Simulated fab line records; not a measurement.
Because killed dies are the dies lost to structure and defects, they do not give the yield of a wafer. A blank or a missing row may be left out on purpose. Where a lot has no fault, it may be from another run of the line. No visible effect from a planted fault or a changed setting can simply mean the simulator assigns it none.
Chamber matching    flow gf180mcu    GF_V1_CMP_04 on cmp-02 has 4 sister chambers
The step polishes SiO2. 16 wafers are shown with their chamber, then 8 later ones without.

== WAFERS, EACH WITH ITS CHAMBER ==
wafer   chamber  motorCurrentA (A)  timeToEndpointS (s)
L236.2  2        12.1               71
L236.3  3        11.6               74
L236.6  0        13.4               87
L240.3  2        11.9               66
L240.5  3        11.5               79
L240.6  0        13.5               73
L242.1  2        11.9               70
L242.2  0        12.5               80
L242.3  1        11.2               74
L243.2  3        11.6               71
L243.3  0        13.2               71
L243.6  3        12.0               76
L249.2  1        12.0               69
L249.4  2        11.9               71
L249.5  0        13.0               84
L252.2  3        11.9               76

SIGNATURES (means of the wafers above)
reading          chamber 0  chamber 1  chamber 2  chamber 3  scatter within a chamber
motorCurrentA    13.120     11.600     11.950     11.720     0.312
timeToEndpointS  79.00      71.50      69.50      75.20      4.6
Rule: for each reading, subtract the chamber's mean from the wafer's reading, divide by that reading's scatter and square the result; add these up over the readings and take the root, which gives the wafer's distance from the chamber. The wafer belongs to the nearest chamber; if the next one is less than 2 further off, it can't be placed. How the scatter is found: for the shown wafers, subtract from each reading the mean of its chamber, square and add these, divide the total by (wafers less chambers), then take the root.

== WAFERS WITH NO CHAMBER GIVEN ==
wafer   motorCurrentA (A)  timeToEndpointS (s)
L252.3  12.4               61
L252.4  12.4               76
L255.1  12.6               75
L255.3  11.8               78
L255.5  12.7               85
L257.1  13.6               78
L257.3  12.2               75
L257.5  11.8               81

== CHAMBER TAKEN BY EACH ==
wafer   from the rows above                in truth
L252.3  can't be placed: 2 or 1 or 3       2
L252.4  can't be placed: 2 or 3 or 0 or 1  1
L255.1  can't be placed: 0 or 2 or 3 or 1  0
L255.3  can't be placed: 3 or 1 or 2       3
L255.5  can't be placed: 0 or 3            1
L257.1  0                                  0
L257.3  can't be placed: 2 or 3 or 1 or 0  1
L257.5  can't be placed: 3 or 1 or 2       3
Correctly placed: 1 of 8. Cannot be placed on the basis of these rows: 7; the candidates contain the true chamber in 6. 0 placed wrongly.
